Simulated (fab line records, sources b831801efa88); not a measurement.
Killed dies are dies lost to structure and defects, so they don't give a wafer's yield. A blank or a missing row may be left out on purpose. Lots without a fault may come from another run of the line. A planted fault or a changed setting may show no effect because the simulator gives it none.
One fault seen from 2 desks | flow sky130 | each desk has only its own numbers; what lay behind them comes last

THE METROLOGY DESK
What the gauges read, lot by lot, whatever tool the lot ran on: means of the sampled wafers that have a number. A lot is out of limits, marked OUT, if its mean lies more than 4 standard deviations from the usual mean; the brackets give that distance.
Columns: A = CAPM_TIN_RS at SKY_CAPM_RS_MEAS_03, usual 6.90 ohm/sq
lot  | first seen here | A
L644 | day 37 03:29    | 6.89
L645 | day 37 15:32    | 6.93
L646 | day 37 22:41    | 6.88
L649 | day 39 01:47    | 7.02
L658 | day 41 09:00    | 6.84
L657 | day 41 12:44    | 6.88
L659 | day 41 16:22    | 6.77
L660 | day 41 22:21    | 6.98
L661 | day 42 06:17    | 6.87
L662 | day 42 15:14    | 6.80
L663 | day 42 21:44    | 6.86
This desk's finding: nothing out of limits on any of the 11 lots.

THE TOOL OWNER'S DESK: litho_track-04
The tool's own readings at SKY_CAPM_SOFTBAKE_08 (time 60 s): means of the sampled wafers that have a number, for each lot that ran on this tool. A lot is out of limits, marked OUT, if its mean lies more than 4 standard deviations from the usual mean; the brackets give that distance.
Columns: A = heater_power_total_W at SKY_CAPM_SOFTBAKE_08, usual 56.60 W; B = plate_temp_C at SKY_CAPM_SOFTBAKE_08, usual 90.00 C
lot  | first seen here | A                       | B
L644 | day 37 16:52    | 56.62                   | 89.99
L645 | day 38 03:58    | 64.30 (+99 or more) OUT | 98.61 (+72) OUT
L646 | day 38 10:52    | 64.38 (+99 or more) OUT | 98.59 (+72) OUT
L658 | day 41 20:56    | 56.58                   | 89.88
L659 | day 42 03:49    | 56.63                   | 90.08
L661 | day 42 17:37    | 56.56                   | 90.02
This desk's finding: out of limits on L645, L646; first on L645, day 38 03:58 (heater_power_total_W at SKY_CAPM_SOFTBAKE_08). In limits: L644, L658, L659, L661.

PUT TOGETHER
The tool owner's desk could have raised an alarm at day 38 03:58, on L645, L646.
The metrology desk saw nothing out of limits.
The metrology desk has L645, L646 on record, within its limits.
Of the lots named, all ran SKY_CAPM_SOFTBAKE_08 on litho_track-04.

WHAT THE SIMULATOR HAD PUT IN
Process parameter drift: litho_track-04, from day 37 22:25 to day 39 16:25, at SKY_CAPM_SOFTBAKE_08. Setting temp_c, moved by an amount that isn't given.
Lots struck among those shown: L645, L646.
Hours from the fault's start to each desk's first reading out of limits: the tool owner's desk, 6.
